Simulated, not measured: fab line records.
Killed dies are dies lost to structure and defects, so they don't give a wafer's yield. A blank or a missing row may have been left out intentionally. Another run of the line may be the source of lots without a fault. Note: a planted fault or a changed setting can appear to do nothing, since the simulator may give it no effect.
fab line records    flow sfq_line
record lots=6  wafers=18  last_day=87
route steps=325 shown L0V@17 M0@28 I0@43 M1@58 M8@325
lots that met no fault: taken from a fault-free run of the same line
start_h: the number of hours between the record's first day and the start of the first shown wafer of the lot    wait_h: hours from the lot's prior step to this one    " identical to the entry in the row above    L1.1+2: several wafers, shown together as one row    - no value, or no start was given    * or withheld: withheld    < > ~ a bound
route shown NAME@n: names a module that has steps shown in the file, with the first one's number in the route    usual: the fault-free wafers' mean and standard deviation    same: alike in all rows    chamber/n: place in a boat    sites: each site's reading    _std_site: standard deviation of those values    _edge_site: the outer-site mean with the inner-site mean subtracted    radius_mm: for every site, how far away it sits from the centre of the wafer    mask NAME#n: copy n    behind: the tool/chamber that last shaped the wafer    hold: the reason the lot was held/the length of the hold in hours/how it ended    device: which transistor (n, p or np) failed to switch    end of line: tests of these same wafers at the route's end    a step given without rows: its recipe and nothing more    killed: not the wafer's yield, but the dies lost to structure and defects at the first sort    map: a wafer's dies, marking killed ones x, the rest . and places with no die _
set.NAME: the setting the step ran with; set.NAME@STEP: the setting that earlier step ran with    model.NAME: the simulator's own value behind a step, which no gauge read
lots at selected steps of the route; one table per step, one row per wafer
services: a tool's chamber out of use, with start hour (start_h, from the record's first day; less than 0 if before it), hours out, and reason
## steps
# step SFQ_TRILAYER_L0_VIA_LITHO_COAT_018
# recipe resist=BARC  spin_rpm=3000  resist_thk_nm=62
# step SFQ_TRILAYER_L0_VIA_LITHO_COAT_013
# recipe resist=KrF  spin_rpm=3000  resist_thk_nm=650
# step SFQ_TRILAYER_L0_VIA_LITHO_SOFTBAKE_017
# recipe temp_c=withheld  time_s=withheld  resist=KrF
# step SFQ_TRILAYER_L0_VIA_LITHO_EXPOSE_014
# recipe mask_id=L0V  na=0.6  source_shape=conventional  sigma_outer=0.65  target_cd_nm=700  dose_mj=21.3
# step SFQ_TRILAYER_L0_VIA_LITHO_PEB_016
# recipe peb_temp_c=115  peb_time_s=60  resist=KrF
# step SFQ_TRILAYER_L0_VIA_LITHO_DEVELOP_015
# recipe time_s=60  resist=KrF
# step SFQ_L0V_OVL_MEAS_903
# usual L0V_OVL=3/4.8
lot.wafer  tool        chamber  start_h  wait_h  L0V_OVL[nm]
L821.1     overlay-01  -        203.12   0.1     1
L821.5     "           -        "        "       4
L821.6     "           -        "        "       7
L828.2     overlay-02  -        245.25   0.1     1
L828.5     "           -        "        "       -2
L828.6     "           -        "        "       0
L834.4     overlay-01  -        311.36   0.1     -2
L834.5     "           -        "        "       2
L834.6     "           -        "        "       1
L836.4     overlay-01  -        318.90   0.1     2
L836.5     "           -        "        "       -1
L836.6     "           -        "        "       -3
L837.1     overlay-02  -        327.28   0.1     -2
L837.3     "           -        "        "       10
L837.4     "           -        "        "       -4
L838.1     overlay-02  -        332.08   0.1     6
L838.2     "           -        "        "       2
L838.4     "           -        "        "       6
# step SFQ_TRILAYER_L0_VIA_BARC_OPEN_VIA_ETCH_021
# recipe mask_material=PR  chemistry=O2  target_depth_nm=125  target=BARC  source_w=500  bias_w=80  pressure_mtorr=30  time_s=41.7
# usual drypump_motor_current_A=6.0/0.4  oes_product_au=0.686/0.0051
lot.wafer  tool         chamber  start_h  wait_h  drypump_motor_current_A  oes_product_au  rf_hours_counter_h
L821.1     rie_diel-04  3        203.16   0.0     5.8                      0.688           45
L821.5     "            3        "        "       5.8                      0.683           -
L821.6     "            1        "        "       6.1                      0.684           -
L828.2     rie_diel-02  0        245.28   0.0     5.4                      0.688           16
L828.5     "            0        "        "       5.4                      0.682           -
L828.6     "            3        "        "       5.1                      0.678           -
L834.4     rie_diel-03  0        311.40   0.0     6.7                      0.689           -
L834.5     "            1        "        "       6.2                      0.682           -
L834.6     "            3        "        "       6.2                      0.690           -
L836.4     rie_diel-02  1        318.94   0.0     5.8                      0.685           -
L836.5     "            0        "        "       5.4                      0.689           -
L836.6     "            3        "        "       5.1                      0.689           -
L837.1     rie_diel-03  0        327.32   0.0     6.7                      0.686           1
L837.3     "            2        "        "       6.3                      0.687           124
L837.4     "            1        "        "       6.1                      0.681           5
L838.1     rie_diel-03  2        332.12   0.0     6.3                      0.689           124
L838.2     "            1        "        "       6.1                      0.692           5
L838.4     "            0        "        "       6.7                      0.687           1
# step SFQ_TRILAYER_L0_VIA_ETCH_VIA_ETCH_016
# recipe target=SiO2  stop_on=MoNx_KI  mask_material=PR  chemistry=CHF3  target_depth_nm=80  source_w=500  bias_w=80  pressure_mtorr=30  time_s=withheld
# usual drypump_motor_current_A=6.0/0.4  oes_product_au=0.841/0.0072
lot.wafer  tool         chamber  start_h  wait_h  drypump_motor_current_A  oes_product_au
L821.1     rie_diel-04  3        203.20   0.0     5.8                      0.841
L821.5     "            3        "        "       5.8                      0.830
L821.6     "            1        "        "       6.2                      0.847
L828.2     rie_diel-02  0        245.32   0.0     5.4                      0.832
L828.5     "            0        "        "       5.4                      0.845
L828.6     "            3        "        "       5.1                      0.841
L834.4     rie_diel-03  0        311.44   0.0     6.7                      0.851
L834.5     "            1        "        "       6.1                      0.849
L834.6     "            3        "        "       6.2                      0.839
L836.4     rie_diel-02  1        318.98   0.0     5.9                      0.854
L836.5     "            0        "        "       5.4                      0.841
L836.6     "            3        "        "       5.1                      0.844
L837.1     rie_diel-03  0        327.36   0.0     6.7                      0.828
L837.3     "            2        "        "       6.3                      0.834
L837.4     "            1        "        "       6.2                      0.840
L838.1     rie_diel-03  2        332.16   0.0     6.3                      0.840
L838.2     "            1        "        "       6.2                      0.841
L838.4     "            0        "        "       6.7                      0.840
# step SFQ_TRILAYER_L0_VIA_STRIP_STRIP_017
# recipe gas=O2  power_w=200  platen_temp_c=40  overash_fraction=0.65  chemistry=O2  pressure_mtorr=50
# usual drypump_motor_current_A=5.76/0.25  oes_product_au=0.999/0.0077
lot.wafer  tool          chamber  start_h  wait_h  drypump_motor_current_A  oes_product_au  rf_hours_counter_h
L821.1     rie_metal-01  0        203.24   -       5.65                     0.992           109
L821.5     "             0        "        "       5.64                     0.993           -
L821.6     "             0        "        "       5.65                     0.987           -
L828.2     rie_metal-03  0        245.37   -       5.58                     0.990           7
L828.5     "             1        "        "       6.11                     1.005           -
L828.6     "             0        "        "       5.57                     0.995           -
L834.4     rie_metal-04  0        311.67   -       5.86                     0.995           -
L834.5     "             0        "        "       5.87                     0.997           -
L834.6     "             1        "        "       5.38                     1.003           -
L836.4     rie_metal-04  1        319.21   -       5.37                     0.997           -
L836.5     "             1        "        "       5.38                     0.994           -
L836.6     "             0        "        "       5.87                     0.985           -
L837.1     rie_metal-04  1        327.41   -       5.33                     1.007           126
L837.3     "             1        "        "       5.35                     1.011           -
L837.4     "             0        "        "       5.89                     0.990           -
L838.1     rie_metal-01  1        332.21   -       5.95                     0.991           46
L838.2     "             0        "        "       5.64                     1.005           132
L838.4     "             0        "        "       5.66                     0.997           -
# step SFQ_TRILAYER_L0_VIA_STRIP_SOLV_CLEAN_018
# recipe chemistry=NMP  temp_c=70  time_s=600
# step SFQ_TRILAYER_M0_DEP_PRE_CLEAN_020
# recipe gas=Ar  time_s=15  bias_v=250
# step SFQ_TRILAYER_M0_DEP_SPUTTER_019
# recipe material=Nb  base_pressure_pa=1.33e-06  chamber_pressure_pa=0.1333  substrate_temp_c=20  resputter_cathode_voltage_v=400  target_thk_nm=200  power_w=2000  time_s=133.3
# usual substrate_temp_c=20.01/0.11  throttle_valve_pct=29.7/0.62
lot.wafer  tool            chamber  start_h  wait_h  substrate_temp_c  throttle_valve_pct  model.Nb_of_TRILAYER_M0_DEP_SPUTTER_019.thk_nm
L821.1     pvd_sputter-04  -        204.64   0.0     19.91             29.7                195.6
L821.5     "               -        "        "       19.81             29.5                196
L821.6     "               -        "        "       19.94             30.1                197.7
L828.2     pvd_sputter-03  -        246.17   0.0     19.91             29.0                202.3
L828.5     "               -        "        "       20.10             29.4                198
L828.6     "               -        "        "       19.91             29.3                201.9
L834.4     pvd_sputter-03  -        312.27   0.0     20.03             29.2                183.3
L834.5     "               -        "        "       20.07             30.2                198.2
L834.6     "               -        "        "       20.06             31.0                196.1
L836.4     pvd_sputter-03  -        319.81   0.0     19.98             29.2                181.4
L836.5     "               -        "        "       20.09             29.2                180.8
L836.6     "               -        "        "       20.02             29.2                196.7
L837.1     pvd_sputter-06  -        328.38   0.0     19.91             29.5                204.8
L837.3     "               -        "        "       20.15             29.5                204.7
L837.4     "               -        "        "       20.22             29.2                202.1
L838.1     pvd_sputter-06  -        333.01   0.0     20.14             29.0                200.9
L838.2     "               -        "        "       20.14             29.5                200.6
L838.4     "               -        "        "       20.00             29.6                200.6
# step SFQ_M0_RS_MEAS_904
# recipe thk_meas_gauge=four-point-probe  reads=Nb_of_TRILAYER_M0_DEP_SPUTTER_019
# usual M0_NB_RS=0.893/0.012
lot.wafer  tool           chamber  start_h  wait_h  M0_NB_RS[ohm/sq]
L821.1     film_metro-04  -        204.73   0.0     0.910
L821.5     "              -        "        "       0.908
L821.6     "              -        "        "       0.901
L828.2     film_metro-03  -        246.28   0.1     0.880
L828.5     "              -        "        "       0.899
L828.6     "              -        "        "       0.881
L834.4     film_metro-04  -        312.42   0.1     0.972
L834.5     "              -        "        "       0.897
L834.6     "              -        "        "       0.906
L836.4     film_metro-02  -        319.96   0.1     0.985
L836.5     "              -        "        "       0.989
L836.6     "              -        "        "       0.907
L837.1     film_metro-04  -        328.47   0.0     0.870
L837.3     "              -        "        "       0.870
L837.4     "              -        "        "       0.880
L838.1     film_metro-02  -        333.10   0.0     0.887
L838.2     "              -        "        "       0.889
L838.4     "              -        "        "       0.889
# step SFQ_TRILAYER_M0_LITHO_COAT_026
# recipe resist=BARC  spin_rpm=3000  resist_thk_nm=62
# step SFQ_TRILAYER_M0_LITHO_COAT_021
# recipe resist=KrF  spin_rpm=3000  resist_thk_nm=600
# step SFQ_TRILAYER_M0_LITHO_SOFTBAKE_025
# recipe temp_c=withheld  time_s=withheld  resist=KrF
# step SFQ_TRILAYER_M0_LITHO_EXPOSE_022
# recipe mask_id=M0  na=0.6  source_shape=conventional  sigma_outer=0.65  target_cd_nm=500  dose_mj=14.4
# step SFQ_TRILAYER_M0_LITHO_PEB_024
# recipe peb_temp_c=115  peb_time_s=60  resist=KrF
# step SFQ_TRILAYER_M0_LITHO_DEVELOP_023
# recipe time_s=60  resist=KrF
# step SFQ_M0_OVL_MEAS_906
# usual M0_OVL=-2/6.3
lot.wafer  tool        chamber  start_h  wait_h  M0_OVL[nm]
L821.1     overlay-01  -        322.48   0.1     -8
L821.5     "           -        "        "       -10
L821.6     "           -        "        "       -1
L828.2     overlay-02  -        370.87   0.1     -11
L828.5     "           -        "        "       -7
L828.6     "           -        "        "       -15
L834.4     overlay-01  -        453.01   0.1     -11
L834.5     "           -        "        "       -11
L834.6     "           -        "        "       -5
L836.4     overlay-01  -        462.61   0.1     6
L836.5     "           -        "        "       1
L836.6     "           -        "        "       2
L837.1     overlay-01  -        472.19   0.1     6
L837.3     "           -        "        "       5
L837.4     "           -        "        "       1
L838.1     overlay-02  -        479.39   0.1     -4
L838.2     "           -        "        "       -4
L838.4     "           -        "        "       -4
# step SFQ_TRILAYER_M0_BARC_OPEN_METAL_ETCH_031
# recipe mask_material=PR  chemistry=O2  target_depth_nm=125  target=BARC  icp_w=600  bias_w=80  pressure_mtorr=10  time_s=41.7
# step SFQ_TRILAYER_M0_ETCH_METAL_ETCH_024
# recipe target=Nb  stop_on=SiO2  mask_material=PR  chemistry=Cl2/Ar  target_depth_nm=240  icp_w=600  bias_w=80  pressure_mtorr=10  time_s=120
# usual drypump_motor_current_A=5.9/0.35  oes_product_au=0.893/0.0084
lot.wafer  tool          chamber  start_h  wait_h  drypump_motor_current_A  oes_product_au  rf_hours_counter_h
L821.1     rie_metal-02  0        322.58   0.0     5.6                      0.887           155
L821.5     "             0        "        "       5.6                      0.887           -
L821.6     "             1        "        "       6.5                      0.889           -
L828.2     rie_metal-02  1        370.96   0.0     6.5                      0.902           14
L828.5     "             0        "        "       5.6                      0.893           -
L828.6     "             1        "        "       6.5                      0.898           -
L834.4     rie_metal-03  1        453.13   0.1     6.1                      0.856           -
L834.5     "             1        "        "       6.1                      0.880           -
L834.6     "             0        "        "       5.6                      0.885           -
L836.4     rie_metal-03  1        462.73   0.1     6.1                      0.846           -
L836.5     "             0        "        "       5.5                      0.841           -
L836.6     "             1        "        "       6.1                      0.883           -
L837.1     rie_metal-01  1        472.28   0.0     6.0                      0.906           61
L837.3     "             1        "        "       5.9                      0.906           -
L837.4     "             0        "        "       5.7                      0.903           -
L838.1     rie_metal-01  0        479.48   0.0     5.7                      0.901           148
L838.2     "             1        "        "       6.0                      0.899           62
L838.4     "             1        "        "       6.0                      0.889           -
# step SFQ_TRILAYER_M0_STRIP_STRIP_025
# recipe gas=O2  power_w=200  platen_temp_c=40  overash_fraction=0.65  chemistry=O2  pressure_mtorr=50
# step SFQ_TRILAYER_M0_STRIP_SOLV_CLEAN_026
# recipe chemistry=NMP  temp_c=70  time_s=600
# step SFQ_TRILAYER_I0_DEP_PECVD_027
# recipe material=SiO2  temp_c=150  time_s=111.11  pressure_torr=2.4  rf_w=183.3  precursor=SiH4/N2O  target_thk_nm=500
# step SFQ_TRILAYER_I0_CMP_CMP_028
# recipe material=SiO2  down_force_psi=3  platen_rpm=60  pad_velocity_m_s=0.94248
# step SFQ_I0_BOW_MEAS_907
# recipe mode=bow
# usual I0_BOW=2/6.9
lot.wafer  tool           chamber  start_h  wait_h  I0_BOW[um]
L821.1     film_metro-01  -        328.57   1.0     -7
L821.5     "              -        "        "       -9
L821.6     "              -        "        "       -1
L828.2     film_metro-02  -        374.95   2.0     -8
L828.5     "              -        "        "       16
L828.6     "              -        "        "       5
L834.4     film_metro-01  -        457.12   2.6     0
L834.5     "              -        "        "       5
L834.6     "              -        "        "       4
L836.4     film_metro-02  -        466.72   2.1     4
L836.5     "              -        "        "       -8
L836.6     "              -        "        "       -7
L837.1     film_metro-03  -        476.26   2.0     -1
L837.3     "              -        "        "       -2
L837.4     "              -        "        "       -1
L838.1     film_metro-01  -        483.46   1.0     -2
L838.2     "              -        "        "       11
L838.4     "              -        "        "       -1
# step SFQ_TRILAYER_I0_METRO_MEASURE_029
# step SFQ_TRILAYER_I0_VIA_LITHO_COAT_036
# recipe resist=BARC  spin_rpm=3000  resist_thk_nm=62
# step SFQ_TRILAYER_I0_VIA_LITHO_COAT_031
# recipe resist=KrF  spin_rpm=3000  resist_thk_nm=650
# step SFQ_TRILAYER_I0_VIA_LITHO_SOFTBAKE_035
# recipe temp_c=withheld  time_s=withheld  resist=KrF
# step SFQ_TRILAYER_I0_VIA_LITHO_EXPOSE_032
# recipe mask_id=I0  na=0.6  source_shape=conventional  sigma_outer=0.65  target_cd_nm=500  dose_mj=21.3
# step SFQ_TRILAYER_I0_VIA_LITHO_PEB_034
# recipe peb_temp_c=115  peb_time_s=60  resist=KrF
# step SFQ_TRILAYER_I0_VIA_LITHO_DEVELOP_033
# recipe time_s=60  resist=KrF
# step SFQ_I0_OVL_MEAS_908
# usual I0_OVL=-2/5.1
lot.wafer  tool        chamber  start_h  wait_h  I0_OVL[nm]
L821.1     overlay-01  -        474.59   0.1     0
L821.5     "           -        "        "       0
L821.6     "           -        "        "       0
L828.2     overlay-02  -        527.29   0.1     -1
L828.5     "           -        "        "       -1
L828.6     "           -        "        "       -2
L834.4     overlay-02  -        613.47   0.1     -12
L834.5     "           -        "        "       -2
L834.6     "           -        "        "       -6
L836.4     overlay-01  -        621.87   0.1     -5
L836.5     "           -        "        "       0
L836.6     "           -        "        "       0
L837.1     overlay-01  -        629.06   0.1     -9
L837.3     "           -        "        "       -2
L837.4     "           -        "        "       -11
L838.1     overlay-01  -        633.86   0.1     4
L838.2     "           -        "        "       2
L838.4     "           -        "        "       2
# step SFQ_TRILAYER_I0_VIA_BARC_OPEN_VIA_ETCH_046
# recipe mask_material=PR  chemistry=O2  target_depth_nm=125  target=BARC  source_w=500  bias_w=80  pressure_mtorr=30  time_s=41.7
# step SFQ_TRILAYER_I0_VIA_ETCH_VIA_ETCH_034
# recipe target=SiO2  stop_on=Nb  mask_material=PR  taper_deg=20  chemistry=CHF3  target_depth_nm=260  source_w=500  bias_w=80  pressure_mtorr=30  time_s=withheld
# usual drypump_motor_current_A=5.7/0.45  oes_product_au=0.854/0.0049
lot.wafer  tool         chamber  start_h  wait_h  drypump_motor_current_A  oes_product_au
L821.1     rie_diel-04  0        474.66   0.0     5.8                      0.853
L821.5     "            0        "        "       5.9                      0.854
L821.6     "            3        "        "       5.8                      0.857
L828.2     rie_diel-04  1        527.36   0.0     6.2                      0.851
L828.5     "            0        "        "       5.8                      0.859
L828.6     "            3        "        "       5.8                      0.858
L834.4     rie_diel-01  3        613.53   0.0     5.4                      0.856
L834.5     "            2        "        "       6.4                      0.860
L834.6     "            1        "        "       5.2                      0.864
L836.4     rie_diel-01  1        621.93   0.0     5.2                      0.851
L836.5     "            3        "        "       5.4                      0.850
L836.6     "            0        "        "       5.6                      0.850
L837.1     rie_diel-02  0        629.13   0.0     5.4                      0.853
L837.3     "            2        "        "       6.5                      0.856
L837.4     "            1        "        "       5.8                      0.853
L838.1     rie_diel-02  2        633.93   0.0     6.5                      0.846
L838.2     "            3        "        "       5.1                      0.848
L838.4     "            1        "        "       5.9                      0.853
# step SFQ_TRILAYER_I0_VIA_STRIP_STRIP_035
# recipe gas=O2  power_w=200  platen_temp_c=40  overash_fraction=0.65  chemistry=O2  pressure_mtorr=50
# usual drypump_motor_current_A=5.8/0.35  oes_product_au=0.995/0.0078
lot.wafer  tool          chamber  start_h  wait_h  drypump_motor_current_A  oes_product_au  rf_hours_counter_h
L821.1     rie_metal-02  1        474.78   -       6.5                      0.991           29
L821.5     "             0        "        "       5.6                      1.008           -
L821.6     "             1        "        "       6.5                      0.999           -
L828.2     rie_metal-02  0        527.48   -       5.6                      1.012           9
L828.5     "             0        "        "       5.6                      1.010           -
L828.6     "             1        "        "       6.5                      1.003           -
L834.4     rie_metal-04  0        613.85   -       5.9                      0.990           -
L834.5     "             0        "        "       5.9                      0.989           -
L834.6     "             1        "        "       5.4                      1.000           -
L836.4     rie_metal-04  1        622.25   -       5.4                      0.988           -
L836.5     "             0        "        "       5.9                      0.989           -
L836.6     "             1        "        "       5.3                      0.990           -
L837.1     rie_metal-01  0        629.25   -       5.7                      0.979           11
L837.3     "             0        "        "       5.7                      0.982           -
L837.4     "             1        "        "       6.0                      0.996           -
L838.1     rie_metal-01  0        634.05   -       5.7                      0.990           12
L838.2     "             1        "        "       6.0                      1.017           82
L838.4     "             0        "        "       5.7                      1.003           -
# step SFQ_TRILAYER_I0_VIA_STRIP_SOLV_CLEAN_036
# recipe chemistry=NMP  temp_c=70  time_s=600
# step SFQ_TRILAYER_M1_DEP_PRE_CLEAN_038
# recipe gas=Ar  time_s=22.5  bias_v=250
# step SFQ_M8_BOW_MEAS_951
# recipe mode=bow
# usual M8_BOW=8/10
lot.wafer  tool           chamber  start_h  wait_h  M8_BOW[um]  model.etest.m0.ohm_um  model.etest.i0.link_ohm  model.etest.m0.ohm_sq
L821.1     film_metro-03  -        1805.97  0.0     5           1.825                  2.003                    0.9115
L821.5     "              -        "        "       4           1.827                  1.993                    0.9097
L821.6     "              -        "        "       11          1.818                  1.99                     0.9019
L828.2     film_metro-01  -        1984.59  0.0     -1          1.76                   1.975                    0.8811
L828.5     "              -        "        "       22          1.795                  1.992                    0.9003
L828.6     "              -        "        "       11          1.763                  1.969                    0.8832
L834.4     film_metro-01  -        2037.48  0.1     0           1.934                  2.048                    0.9726
L834.5     "              -        "        "       4           1.79                   1.975                    0.8996
L834.6     "              -        "        "       4           1.811                  1.999                    0.9089
L836.4     film_metro-03  -        2050.62  0.1     1           1.955                  2.081                    0.9826
L836.5     "              -        "        "       -12         1.971                  2.079                    0.9863
L836.6     "              -        "        "       -12         1.8                    2.009                    0.9064
L837.1     film_metro-01  -        2051.89  0.0     18          1.744                  1.973                    0.8706
L837.3     "              -        "        "       18          1.75                   1.964                    0.8708
L837.4     "              -        "        "       17          1.758                  1.978                    0.8822
L838.1     film_metro-02  -        2097.39  0.0     -8          1.776                  1.957                    0.8873
L838.2     "              -        "        "       4           1.796                  1.97                     0.8887
L838.4     "              -        "        "       -8          1.793                  1.971                    0.8885
## services
tool          chamber  start_h  hours  kind
rie_metal-04  0        202.08   7.5    repair
rie_diel-02   0        205.72   1.5    repair
rie_diel-02   2        216.09   108.2  repair
rie_diel-03   -        250.05   2.2    repair
rie_metal-01  1        262.61   12.2   repair
rie_diel-02   1        264.37   1.2    repair
rie_diel-02   3        269.13   4.8    repair
rie_diel-03   2        276.70   16.6   repair
rie_diel-02   1        292.76   15.0   repair
rie_metal-01  1        295.68   6.8    repair
rie_diel-03   2        301.78   12.5   repair
rie_diel-02   -        338.53   2.8    pm
rie_diel-02   1        405.46   3.6    repair
rie_diel-02   -        406.55   0.2    repair
rie_diel-03   -        412.85   0.3    repair
rie_metal-01  -        433.65   3.9    repair
rie_diel-02   -        442.11   14.6   pm
rie_metal-04  0        457.82   6.0    repair
rie_diel-03   3        497.02   4.7    repair
rie_diel-03   2        514.98   2.0    repair
rie_diel-03   -        537.69   14.6   pm
rie_diel-03   -        560.80   0.6    repair
rie_diel-03   3        563.99   19.5   repair
rie_diel-02   -        570.27   0.6    repair
## key
first_sign step=SFQ_M0_RS_MEAS_904  reading=M0_NB_RS  direction=up  sigmas=7.5  usual=0.893  struck=0.982
effect step=SFQ_TRILAYER_M0_ETCH_METAL_ETCH_024  reading=oes_product_au  direction=down  sigmas=5.4  usual=0.893  struck=0.848
model_effect step=SFQ_TRILAYER_M0_DEP_SPUTTER_019  value=Nb_of_TRILAYER_M0_DEP_SPUTTER_019.thk_nm  without=199.5  struck=181.8
model_effect step=SFQ_M8_BOW_MEAS_951  value=etest.m0.ohm_um  without=1.781  struck=1.953
met_at SFQ_TRILAYER_M0_DEP_SPUTTER_019
struck_wafers L834.4,L836.4,L836.5
onset_between 246.17 312.27
fault kind=process_parameter_drift  tool=pvd_sputter-03  chamber=-  onset_h=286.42  steps=SFQ_TRILAYER_M0_DEP_SPUTTER_019  channel=target_thk_nm  offset=-17.627  shape=step  end_h=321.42  acts_in=these_recipes_only  stated=200  scope=struck_wafers_only
